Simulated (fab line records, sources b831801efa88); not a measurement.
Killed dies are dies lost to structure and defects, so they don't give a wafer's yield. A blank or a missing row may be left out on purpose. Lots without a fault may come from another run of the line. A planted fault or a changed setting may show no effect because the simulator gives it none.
Chamber matching | flow sky130 | SKY_VIA4_CMP_02 on cmp-02: 4 sister chambers
The step polishes SiO2. 4 wafers are shown with their chamber, then 10 later ones without.

WAFERS WITH THEIR CHAMBER
wafer  | chamber | motor_current_A (A)
L089.2 | 1       | 12.5
L089.4 | 3       | 12.7
L091.2 | 0       | 12.9
L091.5 | 2       | 12.2

WAFERS WITHOUT THEIR CHAMBER
wafer  | motor_current_A (A)
L091.6 | 12.4
L093.3 | 12.8
L093.4 | 12.1
L093.5 | 12.7
L094.1 | 12.2
L094.4 | 12.7
L094.5 | 12.6
L096.2 | 12.6
L096.4 | 12.1
L096.6 | 12.5

WHICH CHAMBER EACH WENT THROUGH
wafer  | from the rows above     | in truth
L091.6 | can't be placed: 1 or 2 | 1
L093.3 | can't be placed: 0 or 3 | 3
L093.4 | 2                       | 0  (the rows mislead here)
L093.5 | 3                       | 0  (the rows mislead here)
L094.1 | 2                       | 2
L094.4 | 3                       | 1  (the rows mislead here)
L094.5 | can't be placed: 1 or 3 | 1
L096.2 | can't be placed: 1 or 3 | 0
L096.4 | 2                       | 2
L096.6 | 1                       | 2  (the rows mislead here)
Placed correctly: 2 of 10. Can't be placed from these rows: 4 (the true chamber is among the candidates in 3). Placed wrongly: 4.
How it was worked out, from the rows above alone: a wafer's distance from a chamber is the root of the sum, over the readings, of the square of ((its reading less the chamber's mean) divided by the reading's scatter). The wafer belongs to the nearest chamber; if the next one is less than 2 further off, it can't be placed. A chamber's mean is the mean of its shown wafers. The scatter: with one shown wafer a chamber, the root of the mean of the squares of how far each hidden wafer lies from its nearest shown one.
